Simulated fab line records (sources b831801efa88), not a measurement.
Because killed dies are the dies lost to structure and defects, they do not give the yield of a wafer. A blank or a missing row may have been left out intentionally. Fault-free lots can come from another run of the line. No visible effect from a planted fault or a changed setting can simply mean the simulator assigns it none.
Shared-tool check || flow sky130 || Lots sampled 15, wafers sampled 45

## WHAT PROMPTED THE OPENING
At SKY_SD_N_RS_MEAS_16 the reading SD_N_RS is flagged on 3 of 15 lots. Fault-free wafers read 68.61 ohm/sq, with a standard deviation of 0.11.
Rule: flag the lot when none of its wafers has a number, or when each of its wafers that has one lies beyond 4 standard deviations from that mean. All remaining lots are regarded as sound.

{"lot": "L774", "measured": "day 27 16:35", "on": "filmMetro-01", "SD_N_RS (ohm/sq), wafer by wafer": "68.72 68.66 68.74", "flag": ""}
{"lot": "L776", "measured": "day 28 14:09", "on": "filmMetro-01", "SD_N_RS (ohm/sq), wafer by wafer": "68.63 68.73 68.59", "flag": ""}
{"lot": "L777", "measured": "day 28 23:11", "on": "filmMetro-02", "SD_N_RS (ohm/sq), wafer by wafer": "68.62 68.62 68.47", "flag": ""}
{"lot": "L778", "measured": "day 29 09:03", "on": "filmMetro-02", "SD_N_RS (ohm/sq), wafer by wafer": "68.57 68.46 68.53", "flag": ""}
{"lot": "L780", "measured": "day 30 03:02", "on": "filmMetro-01", "SD_N_RS (ohm/sq), wafer by wafer": "68.67 68.78 68.70", "flag": ""}
{"lot": "L786", "measured": "day 32 03:11", "on": "filmMetro-04", "SD_N_RS (ohm/sq), wafer by wafer": "68.63 68.65 68.77", "flag": ""}
{"lot": "L787", "measured": "day 32 11:56", "on": "filmMetro-04", "SD_N_RS (ohm/sq), wafer by wafer": "70.79 70.83 70.69", "flag": "FLAGGED"}
{"lot": "L789", "measured": "day 32 16:58", "on": "filmMetro-02", "SD_N_RS (ohm/sq), wafer by wafer": "70.84 70.76 70.82", "flag": "FLAGGED"}
{"lot": "L788", "measured": "day 32 21:02", "on": "filmMetro-04", "SD_N_RS (ohm/sq), wafer by wafer": "70.97 70.81 70.58", "flag": "FLAGGED"}
{"lot": "L790", "measured": "day 33 08:32", "on": "filmMetro-04", "SD_N_RS (ohm/sq), wafer by wafer": "68.49 68.52 68.53", "flag": ""}
{"lot": "L791", "measured": "day 33 17:38", "on": "filmMetro-02", "SD_N_RS (ohm/sq), wafer by wafer": "68.75 68.57 68.55", "flag": ""}
{"lot": "L793", "measured": "day 34 08:01", "on": "filmMetro-01", "SD_N_RS (ohm/sq), wafer by wafer": "68.75 68.74 68.62", "flag": ""}
{"lot": "L795", "measured": "day 35 00:17", "on": "filmMetro-01", "SD_N_RS (ohm/sq), wafer by wafer": "68.79 68.63 68.57", "flag": ""}
{"lot": "L796", "measured": "day 35 06:38", "on": "filmMetro-04", "SD_N_RS (ohm/sq), wafer by wafer": "68.58 68.55 68.67", "flag": ""}
{"lot": "L797", "measured": "day 35 13:37", "on": "filmMetro-04", "SD_N_RS (ohm/sq), wafer by wafer": "68.58 68.64 68.45", "flag": ""}
Average over the flagged lots: 70.79 ohm/sq; offset from the usual +2.18 ohm/sq, equal to +20 standard deviations.

## EACH LOT AND THE TOOL IT RAN ON
The record holds 3 process steps before the reading, out of a route of 708 steps. Every cell lists first the tool, next ch and the chambers used by the sampled wafers, and last the start.
{"lot": "L774", "flag": "", "SKY_POLY_CUT_ETCH_10": "rieDiel-02 ch 0,2, day 23 23:26", "SKY_POLY_CUT_ETCH_11": "rieDiel-02 ch 0,2, day 23 23:28", "SKY_SD_N_IMPLANT_10": "implanter-02 ch 0, day 27 16:04"}
{"lot": "L776", "flag": "", "SKY_POLY_CUT_ETCH_10": "rieDiel-02 ch 0,1,3, day 24 21:43", "SKY_POLY_CUT_ETCH_11": "rieDiel-02 ch 0,1,3, day 24 21:45", "SKY_SD_N_IMPLANT_10": "implanter-01 ch 0, day 28 13:37"}
{"lot": "L777", "flag": "", "SKY_POLY_CUT_ETCH_10": "rieDiel-04 ch 0,1, day 25 08:08", "SKY_POLY_CUT_ETCH_11": "rieDiel-04 ch 0,1, day 25 08:10", "SKY_SD_N_IMPLANT_10": "implanter-02 ch 0, day 28 22:39"}
{"lot": "L778", "flag": "", "SKY_POLY_CUT_ETCH_10": "rieDiel-03 ch 0,1,2, day 25 17:51", "SKY_POLY_CUT_ETCH_11": "rieDiel-03 ch 0,1,2, day 25 17:53", "SKY_SD_N_IMPLANT_10": "implanter-03 ch 0, day 29 08:31"}
{"lot": "L780", "flag": "", "SKY_POLY_CUT_ETCH_10": "rieDiel-04 ch 1,2,3, day 26 13:17", "SKY_POLY_CUT_ETCH_11": "rieDiel-04 ch 1,2,3, day 26 13:19", "SKY_SD_N_IMPLANT_10": "implanter-02 ch 0, day 30 02:31"}
{"lot": "L786", "flag": "", "SKY_POLY_CUT_ETCH_10": "rieDiel-02 ch 1,2,3, day 28 15:17", "SKY_POLY_CUT_ETCH_11": "rieDiel-02 ch 1,2,3, day 28 15:19", "SKY_SD_N_IMPLANT_10": "implanter-02 ch 0, day 32 02:39"}
{"lot": "L787", "flag": "FLAGGED", "SKY_POLY_CUT_ETCH_10": "rieDiel-04 ch 0,1,2, day 28 23:46", "SKY_POLY_CUT_ETCH_11": "rieDiel-04 ch 0,1,2, day 28 23:48", "SKY_SD_N_IMPLANT_10": "implanter-02, day 32 11:24"}
{"lot": "L789", "flag": "FLAGGED", "SKY_POLY_CUT_ETCH_10": "rieDiel-03 ch 1,2, day 29 06:29", "SKY_POLY_CUT_ETCH_11": "rieDiel-03 ch 1,2, day 29 06:31", "SKY_SD_N_IMPLANT_10": "implanter-03, day 32 16:26"}
{"lot": "L788", "flag": "FLAGGED", "SKY_POLY_CUT_ETCH_10": "rieDiel-04 ch 0,2,3, day 29 09:54", "SKY_POLY_CUT_ETCH_11": "rieDiel-04 ch 0,2,3, day 29 09:56", "SKY_SD_N_IMPLANT_10": "implanter-03, day 32 20:30"}
{"lot": "L790", "flag": "", "SKY_POLY_CUT_ETCH_10": "rieDiel-03 ch 0,1,3, day 29 20:20", "SKY_POLY_CUT_ETCH_11": "rieDiel-03 ch 0,1,3, day 29 20:22", "SKY_SD_N_IMPLANT_10": "implanter-03 ch 0, day 33 08:00"}
{"lot": "L791", "flag": "", "SKY_POLY_CUT_ETCH_10": "rieDiel-04 ch 0,1,2, day 30 05:15", "SKY_POLY_CUT_ETCH_11": "rieDiel-04 ch 0,1,2, day 30 05:17", "SKY_SD_N_IMPLANT_10": "implanter-02 ch 0, day 33 17:06"}
{"lot": "L793", "flag": "", "SKY_POLY_CUT_ETCH_10": "rieDiel-02 ch 0,3, day 30 22:38", "SKY_POLY_CUT_ETCH_11": "rieDiel-02 ch 0,3, day 30 22:40", "SKY_SD_N_IMPLANT_10": "implanter-03 ch 0, day 34 07:28"}
{"lot": "L795", "flag": "", "SKY_POLY_CUT_ETCH_10": "rieDiel-04 ch 0,2,3, day 31 14:37", "SKY_POLY_CUT_ETCH_11": "rieDiel-04 ch 0,2,3, day 31 14:39", "SKY_SD_N_IMPLANT_10": "implanter-03 ch 0, day 34 23:45"}
{"lot": "L796", "flag": "", "SKY_POLY_CUT_ETCH_10": "rieDiel-03 ch 1,2,3, day 31 21:47", "SKY_POLY_CUT_ETCH_11": "rieDiel-03 ch 1,2,3, day 31 21:49", "SKY_SD_N_IMPLANT_10": "implanter-01 ch 0, day 35 06:06"}
{"lot": "L797", "flag": "", "SKY_POLY_CUT_ETCH_10": "rieDiel-04 ch 1,2,3, day 32 05:26", "SKY_POLY_CUT_ETCH_11": "rieDiel-04 ch 1,2,3, day 32 05:28", "SKY_SD_N_IMPLANT_10": "implanter-02 ch 0, day 35 12:52"}
What these steps do:
- SKY_POLY_CUT_ETCH_10: etches BARC in N2/H2, stops on SiO2, time 45.9 s, target depth 60 nm.
- SKY_POLY_CUT_ETCH_11: etches Si3N4 in CF4/CH2F2/Ar, stops on poly-Si, time 42.5 s, target depth 60 nm.
- SKY_SD_N_IMPLANT_10
- SKY_SD_N_RS_MEAS_16: measures by four-point-probe.

## FLAGGED AGAINST TOTAL, ONE TOOL AT A TIME (gauges that did the reading follow at the end)
{"step": "SKY_POLY_CUT_ETCH_10", "tool": "rieDiel-02", "lots run": 4, "flagged": 0, "share of the flagged lots": "none", "sound lots run after its first flagged lot": "-"}
{"step": "SKY_POLY_CUT_ETCH_10", "tool": "rieDiel-03", "lots run": 4, "flagged": 1, "share of the flagged lots": "some", "sound lots run after its first flagged lot": "2 (L790,L796)"}
{"step": "SKY_POLY_CUT_ETCH_10", "tool": "rieDiel-04", "lots run": 7, "flagged": 2, "share of the flagged lots": "some", "sound lots run after its first flagged lot": "3 (L791,L795,L797)"}
{"step": "SKY_POLY_CUT_ETCH_11", "tool": "rieDiel-02", "lots run": 4, "flagged": 0, "share of the flagged lots": "none", "sound lots run after its first flagged lot": "-"}
{"step": "SKY_POLY_CUT_ETCH_11", "tool": "rieDiel-03", "lots run": 4, "flagged": 1, "share of the flagged lots": "some", "sound lots run after its first flagged lot": "2 (L790,L796)"}
{"step": "SKY_POLY_CUT_ETCH_11", "tool": "rieDiel-04", "lots run": 7, "flagged": 2, "share of the flagged lots": "some", "sound lots run after its first flagged lot": "3 (L791,L795,L797)"}
{"step": "SKY_SD_N_IMPLANT_10", "tool": "implanter-01", "lots run": 2, "flagged": 0, "share of the flagged lots": "none", "sound lots run after its first flagged lot": "-"}
{"step": "SKY_SD_N_IMPLANT_10", "tool": "implanter-02", "lots run": 7, "flagged": 1, "share of the flagged lots": "some", "sound lots run after its first flagged lot": "2 (L791,L797)"}
{"step": "SKY_SD_N_IMPLANT_10", "tool": "implanter-03", "lots run": 6, "flagged": 2, "share of the flagged lots": "some", "sound lots run after its first flagged lot": "3 (L790,L793,L795)"}
{"step": "SKY_SD_N_RS_MEAS_16", "tool": "filmMetro-01", "lots run": 5, "flagged": 0, "share of the flagged lots": "none", "sound lots run after its first flagged lot": "-"}
{"step": "SKY_SD_N_RS_MEAS_16", "tool": "filmMetro-02", "lots run": 4, "flagged": 1, "share of the flagged lots": "some", "sound lots run after its first flagged lot": "1 (L791)"}
{"step": "SKY_SD_N_RS_MEAS_16", "tool": "filmMetro-04", "lots run": 6, "flagged": 2, "share of the flagged lots": "some", "sound lots run after its first flagged lot": "3 (L790,L796,L797)"}

## WHAT THE TABLE PERMITS
No row of the table ran every flagged lot.

## WHAT THE SIMULATOR PUT IN
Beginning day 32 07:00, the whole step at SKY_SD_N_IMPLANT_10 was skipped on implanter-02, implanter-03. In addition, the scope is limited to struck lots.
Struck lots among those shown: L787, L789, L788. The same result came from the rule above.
